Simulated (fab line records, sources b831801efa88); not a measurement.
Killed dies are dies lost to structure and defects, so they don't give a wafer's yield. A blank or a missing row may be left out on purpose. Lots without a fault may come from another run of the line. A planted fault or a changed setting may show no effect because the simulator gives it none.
Which tool did it? | flow sky130 | 12 lots, 36 wafers sampled, at 1 step of a route of 708

WHAT THE GAUGES READ, wafer by wafer
SKY_CONTACT_RS_MEAS_25: measures by four-point-probe.
lot  | measured     | on            | CONTACT_W_RS (ohm/sq)
L075 | day 31 16:03 | film_metro-02 | 0.335 0.337 0.334
L077 | day 32 16:19 | film_metro-03 | 0.331 0.335 0.332
L078 | day 33 08:34 | film_metro-02 | 0.340 0.338 0.342
L084 | day 35 21:40 | film_metro-01 | 0.347 0.336 0.336
L081 | day 36 01:13 | film_metro-02 | 0.336 0.342 0.335
L087 | day 36 01:44 | film_metro-01 | 0.340 0.336 0.343
L083 | day 36 03:08 | film_metro-03 | 0.337 0.341 0.346
L089 | day 36 04:03 | film_metro-03 | 0.346 0.338 0.344
L091 | day 36 19:42 | film_metro-01 | 0.342 0.342 0.335
L093 | day 37 13:15 | film_metro-03 | 0.331 0.336 0.332
L095 | day 37 20:25 | film_metro-02 | 0.336 0.331 0.341
L097 | day 39 10:37 | film_metro-01 | 0.345 0.348 0.336

WHICH TOOL RAN EACH LOT (tool, then ch and the chambers of the sampled wafers, then the start)
The record holds no process step before these readings.

THE ANSWER, worked out from the rows above alone
Rule: what is usual is taken from the lots themselves. Put in order of their means at a reading, lots are off if they are a third of the lots or fewer, leave a main group of 4 or more, and stand apart from it by a gap of 3 or more times the standard deviation of the main group's means; of several such gaps the widest counts. A main group whose means are all the same, to the digits that the tables above print for the reading, isn't used. A lot without any number at a reading at which 4 lots or more have one is off too. The other lots that the step has rows for count as sound.
No lot is off at any reading shown: from this, nothing can be told.

WHAT THE SIMULATOR HAD PUT IN
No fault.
